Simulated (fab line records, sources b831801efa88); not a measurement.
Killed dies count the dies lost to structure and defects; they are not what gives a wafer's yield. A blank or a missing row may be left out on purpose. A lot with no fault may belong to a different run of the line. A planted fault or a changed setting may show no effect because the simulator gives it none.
What tool caused it? -- flow gf180mcu -- 39 wafers from 13 lots sampled at 4 of the route's 602 steps

WHAT THE GAUGES READ, wafer by wafer
The record lacks any reading of a measuring or inspecting step that a usual standard deviation could be used to judge.

WHICH TOOL RAN EACH LOT (tool, then ch and the chambers of the sampled wafers, then the start)
lot,GF_HV_LDD_ETCHBACK_58,GF_SALICIDE_SPUTTER_02,GF_SALICIDE_RTA_08,GF_V1_SPUTTER_21
L340,"rie-diel-02 ch 2,3, day 12 19:41","pvd-sputter-03, day 15 10:31","rtp-anneal-02 ch 0, day 15 10:57","pvd-sputter-04, day 18 11:52"
L341,"rie-diel-03 ch 1,2,3, day 13 05:53","pvd-sputter-01, day 15 23:06","rtp-anneal-02 ch 0, day 15 23:32","pvd-sputter-02, day 19 00:24"
L343,"rie-diel-01 ch 0,1, day 13 10:22","pvd-sputter-03, day 16 03:04","rtp-anneal-01 ch 0, day 16 03:31","pvd-sputter-04, day 19 05:23"
L347,"rie-diel-01 ch 1,2,3, day 14 18:26","pvd-sputter-03, day 17 12:51","rtp-anneal-01 ch 0, day 17 13:19","pvd-sputter-02, day 20 16:27"
L348,"rie-diel-02 ch 0,1,2, day 14 23:41","pvd-sputter-01, day 17 19:37","rtp-anneal-01 ch 0, day 17 20:02","pvd-sputter-04, day 21 00:46"
L349,"rie-diel-03 ch 1,2,3, day 15 11:53","pvd-sputter-01, day 18 09:43","rtp-anneal-01 ch 0, day 18 10:08","pvd-sputter-01, day 21 15:55"
L352,"rie-diel-02 ch 1,3, day 16 09:56","pvd-sputter-03, day 19 09:45","rtp-anneal-01 ch 0, day 19 10:11","pvd-sputter-04, day 22 14:29"
L354,"rie-diel-03 ch 1,2, day 17 12:31","pvd-sputter-03, day 20 12:43","rtp-anneal-02 ch 0, day 20 13:08","pvd-sputter-01, day 23 15:02"
L355,"rie-diel-02 ch 2,3, day 17 19:34","pvd-sputter-01, day 20 21:31","rtp-anneal-01 ch 0, day 20 21:57","pvd-sputter-04, day 24 00:56"
L358,"rie-diel-02 ch 0,1,2, day 18 16:44","pvd-sputter-01, day 21 18:50","rtp-anneal-01 ch 0, day 21 19:21","pvd-sputter-04, day 24 19:56"
L359,"rie-diel-02 ch 1,2,3, day 19 01:28","pvd-sputter-01, day 22 04:12","rtp-anneal-01 ch 0, day 22 04:38","pvd-sputter-01, day 25 03:41"
L360,"rie-diel-03 ch 1,2, day 19 09:05","pvd-sputter-01, day 22 09:49","rtp-anneal-01 ch 0, day 22 10:14","pvd-sputter-01, day 25 11:06"
L362,"rie-diel-03 ch 1,2,3, day 20 05:11","pvd-sputter-03, day 23 05:52","rtp-anneal-02 ch 0, day 23 06:17","pvd-sputter-01, day 26 04:29"
- GF_HV_LDD_ETCHBACK_58: etches Si3N4 in CH3F/O2, stops on SiO2, time 100 s, target depth 90 nm.
- GF_SALICIDE_SPUTTER_02: material Co, target thk 10 nm, time 20 s.
- GF_SALICIDE_RTA_08: time 30 s.
- GF_V1_SPUTTER_21: material Ti, target thk 15 nm, time 78.54 s.

AS READ BY THE TOOLS THEMSELVES (means over the sampled wafers that have a number; for cases with no such wafer, the mark the record gives instead)
GF_HV_LDD_ETCHBACK_58.
lot,tool,chamber-pressure-mTorr (mTorr),drypump-motor-current-A (A),oes-product-au (a.u.),rf-fwd-power-W (W),throttle-valve-pct (%)
L340,rie-diel-02,25.011,5.5,0.840,396.1,10.566
L341,rie-diel-03,25.003,5.6,0.842,397.4,10.558
L343,rie-diel-01,25.004,5.8,0.844,396.7,10.564
L347,rie-diel-01,25.010,5.9,0.839,397.4,10.561
L348,rie-diel-02,25.001,6.0,0.837,397.0,10.545
L349,rie-diel-03,25.016,5.6,0.835,399.0,10.566
L352,rie-diel-02,24.984,5.6,0.835,396.5,10.563
L354,rie-diel-03,25.011,5.5,0.836,397.4,10.562
L355,rie-diel-02,24.979,5.5,0.842,397.1,10.560
L358,rie-diel-02,24.996,6.0,0.841,333.2,10.553
L359,rie-diel-02,24.991,5.9,0.843,333.8,10.567
L360,rie-diel-03,24.996,5.5,0.843,396.6,10.562
L362,rie-diel-03,24.993,5.6,0.848,398.0,10.563

GF_SALICIDE_SPUTTER_02.
lot,tool,cathode-dc-power-W (W),throttle-valve-pct (%)
L340,pvd-sputter-03,972.96,30.6
L341,pvd-sputter-01,972.95,29.3
L343,pvd-sputter-03,972.94,30.0
L347,pvd-sputter-03,972.89,29.5
L348,pvd-sputter-01,972.86,29.4
L349,pvd-sputter-01,972.96,29.0
L352,pvd-sputter-03,972.95,31.8
L354,pvd-sputter-03,972.99,29.4
L355,pvd-sputter-01,972.97,28.7
L358,pvd-sputter-01,972.82,29.7
L359,pvd-sputter-01,972.87,29.0
L360,pvd-sputter-01,972.87,28.6
L362,pvd-sputter-03,972.90,30.5

GF_SALICIDE_RTA_08.
lot,tool,chamber-o2-ppm,lamp-power-pct (%),wafer_temp_C_max
L340,rtp-anneal-02,1.998,18.49,805.2
L341,rtp-anneal-02,1.976,18.50,805.8
L343,rtp-anneal-01,1.991,18.23,803.0
L347,rtp-anneal-01,2.002,18.25,802.4
L348,rtp-anneal-01,2.028,18.23,803.0
L349,rtp-anneal-01,2.015,18.24,804.0
L352,rtp-anneal-01,2.024,18.25,802.5
L354,rtp-anneal-02,1.986,18.49,805.1
L355,rtp-anneal-01,2.003,18.24,802.5
L358,rtp-anneal-01,2.009,18.24,802.3
L359,rtp-anneal-01,2.003,18.24,802.9
L360,rtp-anneal-01,1.977,18.24,802.8
L362,rtp-anneal-02,1.977,18.47,805.1

GF_V1_SPUTTER_21.
lot,tool,cathode-dc-power-W (W),throttle-valve-pct (%)
L340,pvd-sputter-04,2500.0,30.3
L341,pvd-sputter-02,2500.0,29.3
L343,pvd-sputter-04,2500.1,29.7
L347,pvd-sputter-02,2500.9,29.7
L348,pvd-sputter-04,2500.2,29.0
L349,pvd-sputter-01,2500.2,29.3
L352,pvd-sputter-04,2499.8,31.0
L354,pvd-sputter-01,2500.1,29.0
L355,pvd-sputter-04,2500.3,31.3
L358,pvd-sputter-04,2500.1,30.0
L359,pvd-sputter-01,2499.9,29.2
L360,pvd-sputter-01,2499.5,28.7
L362,pvd-sputter-01,2499.7,29.2

THE ANSWER, worked out from the rows above alone
Rule: the usual values come from the lots themselves. Put in order of their means at a reading, lots are off if they are a third of the lots or fewer, leave a main group of 4 or more, and stand apart from it by a gap of 3 or more times the standard deviation of the main group's means; of several such gaps the widest counts. A main group is skipped when, at the precision printed for the reading in the tables above, its means are all equal. Also off: a lot with no number at a reading for which 4 or more lots have one. The other lots that the step has rows for count as sound. First the gauges in route order, then the tools' own readings, where a lot's mean is used as printed above. The first step at which some lot is off is used, and at that step the reading that is off furthest; a lot without a number counts as furthest.
Off at GF_HV_LDD_ETCHBACK_58 (rf-fwd-power-W): L358, L359. Mean 397.2 W and standard deviation 0.76 in the main group.
If a tool, at that step or one of the process steps before it, ran each lot that is off and ran no sound lot following the first of them, it fits. One candidate fits, namely rie-diel-02 at GF_HV_LDD_ETCHBACK_58. A fault onset in the window from L355 (day 17 19:34, its last sound lot) to L358 (day 18 16:44, its first lot off) fits.
The tool's own readings at GF_HV_LDD_ETCHBACK_58 bear it out: on the lots that are off they differ by more than 5 times the standard deviation of the sound lots' means. rf-fwd-power-W reads 333.5 W there against 397.2 W on the sound lots.

WHAT THE SIMULATOR HAD PUT IN
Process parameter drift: rie-diel-02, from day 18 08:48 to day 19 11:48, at GF_HV_LDD_ETCHBACK_58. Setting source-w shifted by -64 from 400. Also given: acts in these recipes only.
Lots struck among those shown: L358, L359. The rule above found the same.
